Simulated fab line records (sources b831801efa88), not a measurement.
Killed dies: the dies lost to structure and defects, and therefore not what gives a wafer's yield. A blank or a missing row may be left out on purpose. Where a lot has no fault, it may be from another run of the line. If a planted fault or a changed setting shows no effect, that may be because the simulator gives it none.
Comparing a struck lot with a sound one | flow sky130 | 24 out of 708 route steps
Sound: these wafers, L626.2, L626.4, L626.6. Struck: wafers L628.2, L628.3, L628.6. The cause comes at the end.
Per side, at each step with rows, come the tool, then ch with its chambers, and then its first start. Under that, the readings that differ: sound wafers | struck wafers | difference of the means | sigmas: that difference in standard deviations of wafers without a fault.
alike: readings whose means differ by less than 2 such deviations, and words and numbers that are the same on both sides. not compared: withheld readings, readings that some wafer has no value for, bounds like >300 that may hide the same value, and numbers for which the record gives no deviation and whose values overlap.
Wherever a step has rows on one side only, a row that says differs or no value, or a row with sigmas, the two part there. Numbers that have no deviation but don't overlap get no sigmas and don't part them. A reading missing from all wafers of one side parts the sides only when that side holds two or more wafers.

first, 4 steps without rows for these wafers: SKY_LDD_HVP_SOFTBAKE_03 (time 60 s); SKY_LDD_HVP_EXPOSE_04 (exposes mask HVPTM, target cd 700 nm); SKY_LDD_HVP_PEB_05; SKY_LDD_HVP_DEVELOP_06 (develop time 60 s).
SKY_LDD_HVP_OVL_MEAS_07:
  sound on overlay-02 at day 22 23:50; struck on overlay-02 at day 23 19:38
  alike: LDD_HVP_OVL
following that, these wafers have no rows for 1 step: SKY_LDD_HVP_IMPLANT_08.
SKY_LDD_HVP_STRIP_09: strips in O2/N2.
  sound on plasma asher-04 ch 0,1, day 23 00:01; struck on plasma asher-02 ch 0,1, day 23 19:49
  alike: drypump motor current A, oes product au, strip time to endpoint s
  not compared: rf hours counter h
SKY_LDD_HVP_TW_MEAS_10:
  sound on film metro-03 at day 23 00:07; struck on film metro-04 at day 23 19:55
  alike: LDD_HVP_TW
then, 4 steps without rows for these wafers: SKY_LDD_LDN_DEHYDRATE_00 (time 60 s); SKY_LDD_LDN_HMDS_01 (prime time 60 s); SKY_LDD_LDN_COAT_02 (resist thk 1140 nm); SKY_LDD_LDN_SOFTBAKE_03 (time 60 s).
SKY_LDD_LDN_EXPOSE_04: exposes mask LDNTM, target cd 700 nm.
  sound on iline stepper-02 ch 0, day 23 15:15; struck on iline stepper-01 ch 0, day 24 11:19
  reading | sound                   | struck                  | difference | sigmas
  mask    | LDNTM#0 LDNTM#0 LDNTM#0 | HVPTM#0 HVPTM#0 HVPTM#0 | differs    |
  alike: stage vel mm s
then, 2 steps without rows for these wafers: SKY_LDD_LDN_PEB_05; SKY_LDD_LDN_DEVELOP_06 (develop time 60 s).
SKY_LDD_LDN_OVL_MEAS_07:
  sound on overlay-02 at day 24 06:15; struck on overlay-01 at day 25 00:57
  reading          | sound        | struck | difference                    | sigmas
  LDD_LDN_OVL (nm) | 1.2 0.5 -0.4 | - - -  | no value on the struck wafers |
then, 4 steps without rows for these wafers: SKY_LDD_LDN_IMPLANT_08; SKY_LDD_LDN_IMPLANT_09; SKY_LDD_LDN_IMPLANT_10; SKY_LDD_LDN_IMPLANT_11.
SKY_LDD_LDN_STRIP_12: strips in O2/N2.
  sound on plasma asher-02 ch 0,1, day 24 06:53; struck on plasma asher-04 ch 0,1, day 25 01:35
  alike: drypump motor current A, oes product au, strip time to endpoint s
  not compared: rf hours counter h
SKY_LDD_LDN_TW_MEAS_13:
  sound on film metro-03 at day 24 06:59; struck on film metro-04 at day 25 01:41
  reading    | sound          | struck   | difference | sigmas
  LDD_LDN_TW | 1482 1474 1476 | 30 30 30 | -1447      | -99 or more
then, 1 step without rows for these wafers: SKY_LDD_LDN_CLEAN_14 (cleans in SC1/SC2, time 150 s).
-- the record jumps here: 22 days lie between the struck wafers' starts before and after (it left off in module LDD_LDN and takes up again in module PAD_OPEN, whose first step shown is number 708 of the route) --
SKY_PAD_OPEN_PROBE_99:
  rows exist in the record for the struck wafers here (prober-01, day 47 08:37), but not for the sound ones

## WHERE THEY PART
First at SKY_LDD_LDN_EXPOSE_04; last, within this record, at SKY_PAD_OPEN_PROBE_99.

WHY: what had been put in by the simulator
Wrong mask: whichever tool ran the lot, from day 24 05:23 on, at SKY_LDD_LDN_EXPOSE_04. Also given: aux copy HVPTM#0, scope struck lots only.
